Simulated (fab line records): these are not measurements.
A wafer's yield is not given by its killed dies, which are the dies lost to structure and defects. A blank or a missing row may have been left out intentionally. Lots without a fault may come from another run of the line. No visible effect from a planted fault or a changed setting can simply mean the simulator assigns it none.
fab line records | flow gf180mcu
[record] lots = 24 | wafers = 72 | last-day = 34
route steps=602 shown M5@534 V5@543 TOP_METAL@573 PASSIVATION@601
lots that met no fault: from a run of the same line without faults
start-h: hours from the record's first day to the start of the lot's first wafer shown | wait-h: hours from the lot's prior step to this one | " as in the row above | L1.1+2: a single row standing in for several wafers | - value missing, or start not given | * or withheld: withheld | < > ~ a bound
route shown NAME@n: NAME is a module with steps in the file, n the number in the route of the first one | usual: the fault-free wafers' mean and standard deviation | same: alike in all rows | chamber/n: place in a boat | sites: per-site readings | _std_site: the values' standard deviation | _edge_site: the outer-site mean with the inner-site mean subtracted | radius-mm: for every site, how far away it sits from the centre of the wafer | mask NAME#n: copy n | behind: the tool/chamber that last shaped the wafer | hold: what put the lot on hold/how long, in hours/how the hold closed | device: whichever transistor did not switch (one of n, p or np) | end of line: the route-end tests of the same wafers | for a step that has no rows: nothing shown but its recipe | killed: the dies lost at the first sort to structure and to defects; this is not the yield of the wafer | map: per-die view of a wafer (x killed, . not killed, _ where there is no die)
set.NAME: the setting that was run; set.NAME@STEP: the one run at that earlier step | model.NAME: the simulator's own value behind a step, which no gauge read
one table for each step of the route and one row for each wafer, over a sample of lots
services: the hour from which a tool's chamber was out of use, counted from the record's first day as start-h (under 0 if before that day), plus the number of hours and why
[[steps]]
[step GF_M5_OVL_MEAS_08]
[usual] M5_OVL = 4/4.7
lot.wafer | tool       | chamber | start-h | wait-h | M5_OVL[nm]
L074.2    | overlay-01 | -       | 600.68  | 0.1    | -1
L074.5    | "          | -       | "       | "      | 6
L074.6    | "          | -       | "       | "      | 1
L075.2    | overlay-02 | -       | 606.33  | 0.1    | 3
L075.5    | "          | -       | "       | "      | 7
L075.6    | "          | -       | "       | "      | 0
L076.1    | overlay-01 | -       | 617.10  | 0.1    | 7
L076.2    | "          | -       | "       | "      | 11
L076.4    | "          | -       | "       | "      | 6
L077.1    | overlay-02 | -       | 623.81  | 0.1    | 4
L077.3    | "          | -       | "       | "      | 4
L077.6    | "          | -       | "       | "      | 2
L078.2    | overlay-02 | -       | 634.02  | 0.1    | 4
L078.3    | "          | -       | "       | "      | 7
L078.5    | "          | -       | "       | "      | 7
L079.1    | overlay-01 | -       | 640.05  | 0.1    | 8
L079.3    | "          | -       | "       | "      | 3
L079.4    | "          | -       | "       | "      | -2
L080.2    | overlay-02 | -       | 653.12  | 0.1    | -1
L080.4    | "          | -       | "       | "      | 6
L080.6    | "          | -       | "       | "      | 0
L081.1    | overlay-02 | -       | 665.21  | 0.1    | 12
L081.2    | "          | -       | "       | "      | 7
L081.6    | "          | -       | "       | "      | 5
L082.1    | overlay-02 | -       | 670.10  | 0.1    | 4
L082.2    | "          | -       | "       | "      | 4
L082.6    | "          | -       | "       | "      | 0
L083.2    | overlay-02 | -       | 677.48  | 0.1    | 7
L083.4    | "          | -       | "       | "      | 9
L083.5    | "          | -       | "       | "      | 2
L084.1    | overlay-01 | -       | 683.91  | 0.1    | 3
L084.4    | "          | -       | "       | "      | 5
L084.6    | "          | -       | "       | "      | 1
L085.2    | overlay-01 | -       | 691.31  | 0.1    | -4
L085.3    | "          | -       | "       | "      | -3
L085.4    | "          | -       | "       | "      | 1
L086.1    | overlay-02 | -       | 698.85  | 0.1    | 15
L086.5    | "          | -       | "       | "      | 13
L086.6    | "          | -       | "       | "      | 8
L087.1    | overlay-02 | -       | 707.01  | 0.1    | 5
L087.5    | "          | -       | "       | "      | 7
L087.6    | "          | -       | "       | "      | 11
L088.1    | overlay-01 | -       | 716.57  | 0.1    | -5
L088.2    | "          | -       | "       | "      | -2
L088.6    | "          | -       | "       | "      | -1
L089.3    | overlay-01 | -       | 724.68  | 0.1    | -1
L089.4    | "          | -       | "       | "      | 0
L089.6    | "          | -       | "       | "      | 1
L090.1    | overlay-01 | -       | 730.47  | 0.1    | -1
L090.2    | "          | -       | "       | "      | -1
L090.4    | "          | -       | "       | "      | -2
L091.2    | overlay-02 | -       | 732.98  | 0.1    | 2
L091.5    | "          | -       | "       | "      | 2
L091.6    | "          | -       | "       | "      | -4
L092.2    | overlay-02 | -       | 739.53  | 0.1    | 12
L092.3    | "          | -       | "       | "      | 6
L092.4    | "          | -       | "       | "      | 9
L093.3    | overlay-01 | -       | 745.31  | 0.1    | 12
L093.5    | "          | -       | "       | "      | 12
L093.6    | "          | -       | "       | "      | 8
L094.1    | overlay-02 | -       | 746.36  | 0.1    | -3
L094.5    | "          | -       | "       | "      | -4
L094.6    | "          | -       | "       | "      | -5
L095.2    | overlay-02 | -       | 754.36  | 0.1    | 11
L095.5    | "          | -       | "       | "      | 4
L095.6    | "          | -       | "       | "      | 3
L097.2    | overlay-01 | -       | 759.81  | 0.1    | -1
L097.3    | "          | -       | "       | "      | 4
L097.6    | "          | -       | "       | "      | 2
L096.3    | overlay-01 | -       | 764.67  | 0.1    | 0
L096.4    | "          | -       | "       | "      | -4
L096.5    | "          | -       | "       | "      | 3
[step GF_V5_THK_MEAS_03]
[recipe] reads = SiO2_of_V5_CVD_02
[usual] V5_CVD_02_THK = 1445/19
lot.wafer | tool          | chamber | start-h | wait-h | V5_CVD_02_THK[nm]
L074.2    | film-metro-02 | -       | 601.63  | 0.1    | 1441
L074.5    | "             | -       | "       | "      | 1457
L074.6    | "             | -       | "       | "      | 1487
L075.2    | film-metro-01 | -       | 607.27  | 0.1    | 1432
L075.5    | "             | -       | "       | "      | 1420
L075.6    | "             | -       | "       | "      | 1458
L076.1    | film-metro-04 | -       | 618.17  | 0.1    | 1437
L076.2    | "             | -       | "       | "      | 1429
L076.4    | "             | -       | "       | "      | 1464
L077.1    | film-metro-04 | -       | 624.74  | 0.1    | 1435
L077.3    | "             | -       | "       | "      | 1439
L077.6    | "             | -       | "       | "      | 1444
L078.2    | film-metro-02 | -       | 634.95  | 0.1    | 1430
L078.3    | "             | -       | "       | "      | 1397
L078.5    | "             | -       | "       | "      | 1442
L079.1    | film-metro-01 | -       | 641.02  | 0.1    | 1444
L079.3    | "             | -       | "       | "      | 1424
L079.4    | "             | -       | "       | "      | 1443
L080.2    | film-metro-01 | -       | 654.06  | 0.1    | 1426
L080.4    | "             | -       | "       | "      | 1454
L080.6    | "             | -       | "       | "      | 1444
L081.1    | film-metro-01 | -       | 666.14  | 0.1    | 1442
L081.2    | "             | -       | "       | "      | 1398
L081.6    | "             | -       | "       | "      | 1480
L082.1    | film-metro-04 | -       | 671.04  | 0.1    | 1476
L082.2    | "             | -       | "       | "      | 1459
L082.6    | "             | -       | "       | "      | 1454
L083.2    | film-metro-02 | -       | 678.63  | 0.1    | 1443
L083.4    | "             | -       | "       | "      | 1463
L083.5    | "             | -       | "       | "      | 1480
L084.1    | film-metro-01 | -       | 684.87  | 0.1    | 1440
L084.4    | "             | -       | "       | "      | 1471
L084.6    | "             | -       | "       | "      | 1463
L085.2    | film-metro-04 | -       | 692.28  | 0.1    | 1436
L085.3    | "             | -       | "       | "      | 1455
L085.4    | "             | -       | "       | "      | 1459
L086.1    | film-metro-01 | -       | 699.81  | 0.1    | 1418
L086.5    | "             | -       | "       | "      | 1446
L086.6    | "             | -       | "       | "      | 1459
L087.1    | film-metro-02 | -       | 707.97  | 0.1    | 1415
L087.5    | "             | -       | "       | "      | 1466
L087.6    | "             | -       | "       | "      | 1441
L088.1    | film-metro-01 | -       | 717.55  | 0.1    | 1441
L088.2    | "             | -       | "       | "      | 1402
L088.6    | "             | -       | "       | "      | 1438
L089.3    | film-metro-02 | -       | 725.69  | 0.1    | 1444
L089.4    | "             | -       | "       | "      | 1449
L089.6    | "             | -       | "       | "      | 1430
L090.1    | film-metro-04 | -       | 731.53  | 0.1    | 1437
L090.2    | "             | -       | "       | "      | 1433
L090.4    | "             | -       | "       | "      | 1478
L091.2    | film-metro-01 | -       | 734.13  | 0.1    | 1437
L091.5    | "             | -       | "       | "      | 1457
L091.6    | "             | -       | "       | "      | 1433
L092.2    | film-metro-01 | -       | 740.49  | 0.1    | 1472
L092.3    | "             | -       | "       | "      | 1432
L092.4    | "             | -       | "       | "      | 1466
L093.3    | film-metro-04 | -       | 746.26  | 0.1    | 1441
L093.5    | "             | -       | "       | "      | 1463
L093.6    | "             | -       | "       | "      | 1438
L094.1    | film-metro-01 | -       | 747.32  | 0.1    | 1413
L094.5    | "             | -       | "       | "      | 1468
L094.6    | "             | -       | "       | "      | 1474
L095.2    | film-metro-01 | -       | 755.30  | 0.1    | 1420
L095.5    | "             | -       | "       | "      | 1417
L095.6    | "             | -       | "       | "      | 1443
L097.2    | film-metro-02 | -       | 760.83  | 0.1    | 1450
L097.3    | "             | -       | "       | "      | 1441
L097.6    | "             | -       | "       | "      | 1468
L096.3    | film-metro-04 | -       | 765.69  | 0.1    | 1435
L096.4    | "             | -       | "       | "      | 1472
L096.5    | "             | -       | "       | "      | 1478
[step GF_V5_OVL_MEAS_15]
[usual] V5_OVL = 2/6.6
lot.wafer | tool       | chamber | start-h | wait-h | V5_OVL[nm]
L074.2    | overlay-02 | -       | 622.98  | 0.1    | 8
L074.5    | "          | -       | "       | "      | 12
L074.6    | "          | -       | "       | "      | 10
L075.2    | overlay-02 | -       | 628.38  | 0.1    | 15
L075.5    | "          | -       | "       | "      | 8
L075.6    | "          | -       | "       | "      | 13
L076.1    | overlay-02 | -       | 639.12  | 0.1    | 5
L076.2    | "          | -       | "       | "      | 8
L076.4    | "          | -       | "       | "      | 2
L077.1    | overlay-02 | -       | 645.30  | 0.1    | 9
L077.3    | "          | -       | "       | "      | 6
L077.6    | "          | -       | "       | "      | 12
L078.2    | overlay-01 | -       | 655.10  | 0.1    | 8
L078.3    | "          | -       | "       | "      | 2
L078.5    | "          | -       | "       | "      | 1
L079.1    | overlay-02 | -       | 661.65  | 0.1    | -7
L079.3    | "          | -       | "       | "      | -13
L079.4    | "          | -       | "       | "      | -5
L080.2    | overlay-02 | -       | 673.85  | 0.1    | 5
L080.4    | "          | -       | "       | "      | 1
L080.6    | "          | -       | "       | "      | 1
L081.1    | overlay-02 | -       | 684.47  | 0.1    | 0
L081.2    | "          | -       | "       | "      | -6
L081.6    | "          | -       | "       | "      | 3
L082.1    | overlay-02 | -       | 691.04  | 0.1    | -1
L082.2    | "          | -       | "       | "      | 5
L082.6    | "          | -       | "       | "      | 8
L083.2    | overlay-02 | -       | 698.13  | 0.1    | 10
L083.4    | "          | -       | "       | "      | 9
L083.5    | "          | -       | "       | "      | 11
L084.1    | overlay-01 | -       | 704.04  | 0.1    | -1
L084.4    | "          | -       | "       | "      | 4
L084.6    | "          | -       | "       | "      | -3
L085.2    | overlay-02 | -       | 710.53  | 0.1    | -6
L085.3    | "          | -       | "       | "      | -6
L085.4    | "          | -       | "       | "      | 9
L086.1    | overlay-02 | -       | 718.32  | 0.1    | 2
L086.5    | "          | -       | "       | "      | 6
L086.6    | "          | -       | "       | "      | 6
L087.1    | overlay-01 | -       | 725.79  | 0.1    | -3
L087.5    | "          | -       | "       | "      | -3
L087.6    | "          | -       | "       | "      | -2
L088.1    | overlay-02 | -       | 735.27  | 0.1    | 3
L088.2    | "          | -       | "       | "      | 8
L088.6    | "          | -       | "       | "      | 2
L089.3    | overlay-01 | -       | 743.61  | 0.1    | 11
L089.4    | "          | -       | "       | "      | 12
L089.6    | "          | -       | "       | "      | 9
L090.1    | overlay-01 | -       | 749.37  | 0.1    | -8
L090.2    | "          | -       | "       | "      | -6
L090.4    | "          | -       | "       | "      | -8
L091.2    | overlay-01 | -       | 752.16  | 0.1    | 8
L091.5    | "          | -       | "       | "      | -4
L091.6    | "          | -       | "       | "      | 2
L092.2    | overlay-01 | -       | 757.85  | 0.1    | 0
L092.3    | "          | -       | "       | "      | -5
L092.4    | "          | -       | "       | "      | -4
L093.3    | overlay-01 | -       | 763.36  | 0.1    | -7
L093.5    | "          | -       | "       | "      | -8
L093.6    | "          | -       | "       | "      | 2
L094.1    | overlay-02 | -       | 764.49  | 0.1    | -6
L094.5    | "          | -       | "       | "      | -6
L094.6    | "          | -       | "       | "      | -10
L095.2    | overlay-02 | -       | 771.85  | 0.1    | 7
L095.5    | "          | -       | "       | "      | 1
L095.6    | "          | -       | "       | "      | 8
L097.2    | overlay-01 | -       | 777.56  | 0.1    | 5
L097.3    | "          | -       | "       | "      | 6
L097.6    | "          | -       | "       | "      | 0
L096.3    | overlay-01 | -       | 781.68  | 0.1    | 6
L096.4    | "          | -       | "       | "      | 2
L096.5    | "          | -       | "       | "      | 9
[step GF_V5_CMP_26]
[recipe] stop-on = SiO2 | down-force-psi = 3.5 | platen-rpm = 60 | t-overpolish-s = 15 | target-thk-nm = 0 | pad-velocity-m-s = 0.94248
[usual] motor-current-A = 11.6/1.5 | overpolish-run-s = 15.000/0.0079 | time-to-endpoint-s = 86.0/2.8
lot.wafer | tool   | chamber | start-h | wait-h | motor-current-A | overpolish-run-s | time-to-endpoint-s
L074.2    | cmp-01 | 1       | 624.09  | 0.0    | 11.4            | 14.986           | 87.1
L074.5    | "      | 1       | "       | "      | 12.2            | 15.004           | 85.9
L074.6    | "      | 2       | "       | "      | 12.6            | 15.001           | 85.3
L075.2    | cmp-02 | 0       | 629.64  | 0.2    | 11.0            | 14.996           | 82.5
L075.5    | "      | 1       | "       | "      | 13.1            | 15.001           | 84.2
L075.6    | "      | 2       | "       | "      | 13.5            | 14.994           | 84.8
L076.1    | cmp-01 | 3       | 640.27  | 0.1    | 10.6            | 14.990           | 84.4
L076.4    | "      | 1       | "       | "      | 12.3            | 15.005           | 84.2
L076.2    | "      | 2       | "       | "      | 13.4            | 15.008           | 85.5
L077.1    | cmp-02 | 3       | 646.42  | 0.1    | 8.9             | 15.009           | 85.9
L077.3    | "      | 0       | "       | "      | 10.8            | 15.006           | 88.0
L077.6    | "      | 3       | "       | "      | 9.0             | 14.997           | 85.2
L078.3    | cmp-02 | 1       | 656.24  | 0.0    | 12.2            | 15.003           | 89.8
L078.2    | "      | 0       | "       | "      | 10.7            | 15.005           | 86.8
L078.5    | "      | 2       | "       | "      | 12.3            | 15.002           | 90.6
L079.3    | cmp-02 | 1       | 663.15  | 0.1    | 12.5            | 15.002           | 91.6
L079.1    | "      | 2       | "       | "      | 12.7            | 15.013           | 87.3
L079.4    | "      | 0       | "       | "      | 11.1            | 15.006           | 86.0
L080.4    | cmp-02 | 3       | 675.09  | 0.1    | 8.9             | 14.987           | 88.6
L080.2    | "      | 0       | "       | "      | 11.0            | 15.000           | 88.4
L080.6    | "      | 1       | "       | "      | 12.7            | 14.987           | 89.5
L081.2    | cmp-02 | 3       | 685.64  | 0.1    | 8.6             | 15.003           | 83.2
L081.1    | "      | 1       | "       | "      | 13.1            | 14.992           | 83.6
L081.6    | "      | 2       | "       | "      | 12.7            | 14.994           | 88.2
L082.2    | cmp-01 | 1       | 692.16  | 0.0    | 11.8            | 15.003           | 90.1
L082.1    | "      | 3       | "       | "      | 10.7            | 14.983           | 91.8
L082.6    | "      | 1       | "       | "      | 11.6            | 15.013           | 90.6
L083.2    | cmp-02 | 2       | 699.29  | 0.1    | 12.6            | 15.006           | 84.4
L083.4    | "      | 3       | "       | "      | 8.2             | 15.000           | 82.8
L083.5    | "      | 1       | "       | "      | 12.4            | 15.021           | 84.2
L084.1    | cmp-02 | 1       | 705.19  | 0.1    | 12.5            | 14.996           | 85.0
L084.4    | "      | 0       | "       | "      | 9.8             | 15.000           | 85.4
L084.6    | "      | 1       | "       | "      | 12.2            | 15.012           | 86.5
L085.3    | cmp-01 | 2       | 711.64  | 0.0    | 12.4            | 14.995           | 80.4
L085.4    | "      | 0       | "       | "      | 13.1            | 15.004           | 80.5
L085.2    | "      | 1       | "       | "      | 11.2            | 15.001           | 83.8
L086.1    | cmp-02 | 1       | 719.57  | 0.1    | 12.9            | 14.997           | 86.2
L086.5    | "      | 3       | "       | "      | 9.0             | 15.002           | 85.1
L086.6    | "      | 0       | "       | "      | 10.7            | 14.987           | 86.1
L087.1    | cmp-02 | 3       | 726.96  | 0.1    | 8.7             | 15.017           | 86.6
L087.5    | "      | 3       | "       | "      | 8.8             | 14.998           | 88.2
L087.6    | "      | 0       | "       | "      | 10.8            | 14.999           | 84.7
L088.1    | cmp-02 | 0       | 736.43  | 0.1    | 11.1            | 14.992           | 82.8
L088.2    | "      | 1       | "       | "      | 12.2            | 14.999           | 86.0
L088.6    | "      | 1       | "       | "      | 12.4            | 15.002           | 84.7
L089.3    | cmp-01 | 0       | 744.71  | 0.0    | 12.6            | 15.000           | 81.2
L089.4    | "      | 2       | "       | "      | 13.5            | 15.016           | 82.3
L089.6    | "      | 1       | "       | "      | 12.0            | 14.992           | 85.2
L090.1    | cmp-01 | 1       | 750.54  | 0.1    | 12.0            | 15.011           | 86.7
L090.4    | "      | 2       | "       | "      | 12.6            | 15.000           | 84.0
L090.2    | "      | 3       | "       | "      | 10.7            | 14.993           | 85.8
L091.2    | cmp-02 | 1       | 753.93  | 0.2    | 12.1            | 15.001           | 90.8
L091.6    | "      | 2       | "       | "      | 13.0            | 15.007           | 85.3
L091.5    | "      | 3       | "       | "      | 9.1             | 14.999           | 86.1
L092.3    | cmp-01 | 0       | 759.05  | 0.1    | 12.9            | 15.005           | 78.1
L092.2    | "      | 1       | "       | "      | 12.2            | 15.000           | 84.3
L092.4    | "      | 2       | "       | "      | 12.8            | 15.001           | 83.3
L093.3    | cmp-01 | 2       | 764.48  | 0.0    | 12.9            | 14.985           | 88.5
L093.6    | "      | 2       | "       | "      | 13.5            | 15.001           | 86.0
L093.5    | "      | 3       | "       | "      | 11.0            | 14.991           | 86.4
L094.1    | cmp-02 | 2       | 765.72  | 0.1    | 12.5            | 15.001           | 87.8
L094.6    | "      | 1       | "       | "      | 12.4            | 14.998           | 88.0
L094.5    | "      | 2       | "       | "      | 13.1            | 15.009           | 86.6
L095.2    | cmp-02 | 2       | 773.73  | 0.3    | 12.9            | 15.008           | 82.8
L095.6    | "      | 1       | "       | "      | 12.9            | 14.997           | 82.5
L095.5    | "      | 2       | "       | "      | 12.9            | 14.984           | 87.7
L097.2    | cmp-02 | 1       | 778.70  | 0.0    | 12.7            | 14.993           | 92.1
L097.3    | "      | 2       | "       | "      | 12.5            | 14.990           | 86.6
L097.6    | "      | 1       | "       | "      | 11.7            | 14.983           | 90.1
L096.3    | cmp-02 | 0       | 782.88  | 0.1    | 11.0            | 15.008           | 85.5
L096.4    | "      | 2       | "       | "      | 12.4            | 15.004           | 88.5
L096.5    | "      | 0       | "       | "      | 11.1            | 14.993           | 84.7
[step GF_TOP_METAL_THK_MEAS_06]
[recipe] thk-meas-gauge = xrf | reads = AlCu_of_TOP_METAL_SPUTTER_02
[usual] TOP_METAL_ALCU_THK = 893/12
lot.wafer | tool          | chamber | start-h | wait-h | TOP_METAL_ALCU_THK[nm]
L074.2    | film-metro-03 | -       | 624.74  | 0.1    | 895
L074.5    | "             | -       | "       | "      | 887
L074.6    | "             | -       | "       | "      | 898
L075.2    | film-metro-01 | -       | 630.14  | 0.1    | 899
L075.5    | "             | -       | "       | "      | 898
L075.6    | "             | -       | "       | "      | 899
L076.1    | film-metro-04 | -       | 640.91  | 0.1    | 881
L076.2    | "             | -       | "       | "      | 879
L076.4    | "             | -       | "       | "      | 885
L077.1    | film-metro-03 | -       | 647.06  | 0.1    | 880
L077.3    | "             | -       | "       | "      | 899
L077.6    | "             | -       | "       | "      | 905
L078.2    | film-metro-04 | -       | 656.89  | 0.1    | 899
L078.3    | "             | -       | "       | "      | 909
L078.5    | "             | -       | "       | "      | 910
L079.1    | film-metro-01 | -       | 663.79  | 0.1    | 891
L079.3    | "             | -       | "       | "      | 900
L079.4    | "             | -       | "       | "      | 896
L080.2    | film-metro-01 | -       | 675.64  | 0.1    | 868
L080.4    | "             | -       | "       | "      | 870
L080.6    | "             | -       | "       | "      | 872
L081.1    | film-metro-01 | -       | 686.23  | 0.1    | 881
L081.2    | "             | -       | "       | "      | 873
L081.6    | "             | -       | "       | "      | 878
L082.1    | film-metro-03 | -       | 692.80  | 0.1    | 909
L082.2    | "             | -       | "       | "      | 900
L082.6    | "             | -       | "       | "      | 915
L083.2    | film-metro-04 | -       | 699.89  | 0.1    | 897
L083.4    | "             | -       | "       | "      | 891
L083.5    | "             | -       | "       | "      | 904
L084.1    | film-metro-03 | -       | 705.83  | 0.1    | 896
L084.4    | "             | -       | "       | "      | 885
L084.6    | "             | -       | "       | "      | 898
L085.2    | film-metro-01 | -       | 712.29  | 0.1    | 914
L085.3    | "             | -       | "       | "      | 896
L085.4    | "             | -       | "       | "      | 906
L086.1    | film-metro-04 | -       | 720.11  | 0.1    | 890
L086.5    | "             | -       | "       | "      | 884
L086.6    | "             | -       | "       | "      | 881
L087.1    | film-metro-03 | -       | 727.60  | 0.1    | 897
L087.5    | "             | -       | "       | "      | 901
L087.6    | "             | -       | "       | "      | 904
L088.1    | film-metro-04 | -       | 737.07  | 0.1    | 890
L088.2    | "             | -       | "       | "      | 902
L088.6    | "             | -       | "       | "      | 891
L089.3    | film-metro-01 | -       | 745.37  | 0.1    | 894
L089.4    | "             | -       | "       | "      | 903
L089.6    | "             | -       | "       | "      | 892
L090.1    | film-metro-04 | -       | 751.13  | 0.1    | 908
L090.2    | "             | -       | "       | "      | 911
L090.4    | "             | -       | "       | "      | 900
L091.2    | film-metro-01 | -       | 754.43  | 0.1    | 890
L091.5    | "             | -       | "       | "      | 888
L091.6    | "             | -       | "       | "      | 879
L092.2    | film-metro-03 | -       | 759.65  | 0.1    | 887
L092.3    | "             | -       | "       | "      | 885
L092.4    | "             | -       | "       | "      | 900
L093.3    | film-metro-03 | -       | 765.15  | 0.1    | 913
L093.5    | "             | -       | "       | "      | 913
L093.6    | "             | -       | "       | "      | 913
L094.1    | film-metro-01 | -       | 766.31  | 0.1    | 882
L094.5    | "             | -       | "       | "      | 886
L094.6    | "             | -       | "       | "      | 876
L095.2    | film-metro-04 | -       | 774.33  | 0.1    | 883
L095.5    | "             | -       | "       | "      | 906
L095.6    | "             | -       | "       | "      | 894
L097.2    | film-metro-01 | -       | 779.35  | 0.1    | 891
L097.3    | "             | -       | "       | "      | 887
L097.6    | "             | -       | "       | "      | 886
L096.3    | film-metro-03 | -       | 783.49  | 0.1    | 895
L096.4    | "             | -       | "       | "      | 901
L096.5    | "             | -       | "       | "      | 889
[step GF_PASSIVATION_BOW_MEAS_14]
[recipe] mode = bow
[usual] PASSIVATION_BOW = 135/11
lot.wafer | tool          | chamber | start-h | wait-h | PASSIVATION_BOW[um]
L074.2    | film-metro-02 | -       | 667.63  | 0.0    | 145
L074.5    | "             | -       | "       | "      | 137
L074.6    | "             | -       | "       | "      | 138
L075.2    | film-metro-03 | -       | 674.07  | 0.0    | 133
L075.5    | "             | -       | "       | "      | 127
L075.6    | "             | -       | "       | "      | 124
L076.1    | film-metro-03 | -       | 682.16  | 0.0    | 124
L076.2    | "             | -       | "       | "      | 125
L076.4    | "             | -       | "       | "      | 131
L077.1    | film-metro-02 | -       | 687.66  | 0.0    | 153
L077.3    | "             | -       | "       | "      | 139
L077.6    | "             | -       | "       | "      | 141
L078.2    | film-metro-03 | -       | 697.81  | 0.0    | 137
L078.3    | "             | -       | "       | "      | 140
L078.5    | "             | -       | "       | "      | 140
L079.1    | film-metro-02 | -       | 703.91  | 0.0    | 122
L079.3    | "             | -       | "       | "      | 137
L079.4    | "             | -       | "       | "      | 136
L080.2    | film-metro-04 | -       | 715.41  | 0.0    | 129
L080.4    | "             | -       | "       | "      | 143
L080.6    | "             | -       | "       | "      | 135
L081.1    | film-metro-04 | -       | 725.42  | 0.0    | 139
L081.2    | "             | -       | "       | "      | 138
L081.6    | "             | -       | "       | "      | 137
L082.1    | film-metro-02 | -       | 730.89  | 0.0    | 138
L082.2    | "             | -       | "       | "      | 136
L082.6    | "             | -       | "       | "      | 132
L083.2    | film-metro-03 | -       | 738.74  | 0.0    | 139
L083.4    | "             | -       | "       | "      | 141
L083.5    | "             | -       | "       | "      | 150
L084.1    | film-metro-02 | -       | 744.07  | 0.0    | 144
L084.4    | "             | -       | "       | "      | 147
L084.6    | "             | -       | "       | "      | 138
L085.2    | film-metro-03 | -       | 749.61  | 0.0    | 147
L085.3    | "             | -       | "       | "      | 146
L085.4    | "             | -       | "       | "      | 144
L086.1    | film-metro-04 | -       | 757.04  | 0.0    | 120
L086.5    | "             | -       | "       | "      | 119
L086.6    | "             | -       | "       | "      | 127
L087.1    | film-metro-04 | -       | 763.94  | 0.0    | 117
L087.5    | "             | -       | "       | "      | 120
L087.6    | "             | -       | "       | "      | 111
L088.1    | film-metro-03 | -       | 772.76  | 0.0    | 142
L088.2    | "             | -       | "       | "      | 153
L088.6    | "             | -       | "       | "      | 142
L089.3    | film-metro-02 | -       | 780.53  | 0.0    | 127
L089.4    | "             | -       | "       | "      | 122
L089.6    | "             | -       | "       | "      | 134
L090.1    | film-metro-03 | -       | 785.32  | 0.0    | 137
L090.2    | "             | -       | "       | "      | 137
L090.4    | "             | -       | "       | "      | 115
L091.2    | film-metro-04 | -       | 789.53  | 0.0    | 143
L091.5    | "             | -       | "       | "      | 141
L091.6    | "             | -       | "       | "      | 128
L092.2    | film-metro-04 | -       | 794.26  | 0.0    | 132
L092.3    | "             | -       | "       | "      | 135
L092.4    | "             | -       | "       | "      | 140
L093.3    | film-metro-03 | -       | 798.78  | 0.0    | 113
L093.5    | "             | -       | "       | "      | 135
L093.6    | "             | -       | "       | "      | 120
L094.1    | film-metro-02 | -       | 800.04  | 0.0    | 149
L094.5    | "             | -       | "       | "      | 153
L094.6    | "             | -       | "       | "      | 151
L095.2    | film-metro-02 | -       | 807.69  | 0.0    | 148
L095.5    | "             | -       | "       | "      | 137
L095.6    | "             | -       | "       | "      | 156
L097.2    | film-metro-03 | -       | 812.98  | 0.0    | 118
L097.3    | "             | -       | "       | "      | 136
L097.6    | "             | -       | "       | "      | 129
L096.3    | film-metro-02 | -       | 816.03  | 0.0    | 125
L096.4    | "             | -       | "       | "      | 119
L096.5    | "             | -       | "       | "      | 130
[[services]]
tool   | chamber | start-h | hours | kind
cmp-01 | -       | 604.01  | 1.7   | repair
cmp-01 | -       | 669.75  | 0.7   | repair
cmp-01 | -       | 689.29  | 1.3   | repair
cmp-02 | -       | 713.79  | 1.0   | repair
cmp-01 | -       | 722.03  | 3.9   | repair
cmp-02 | -       | 744.00  | 4.0   | pm
cmp-02 | -       | 748.00  | -     | consumable-replace:conditioner
cmp-02 | -       | 748.00  | -     | consumable-replace:pad
cmp-02 | -       | 758.60  | 3.8   | repair
cmp-01 | -       | 768.59  | 3.4   | repair
[[key]]
fault none
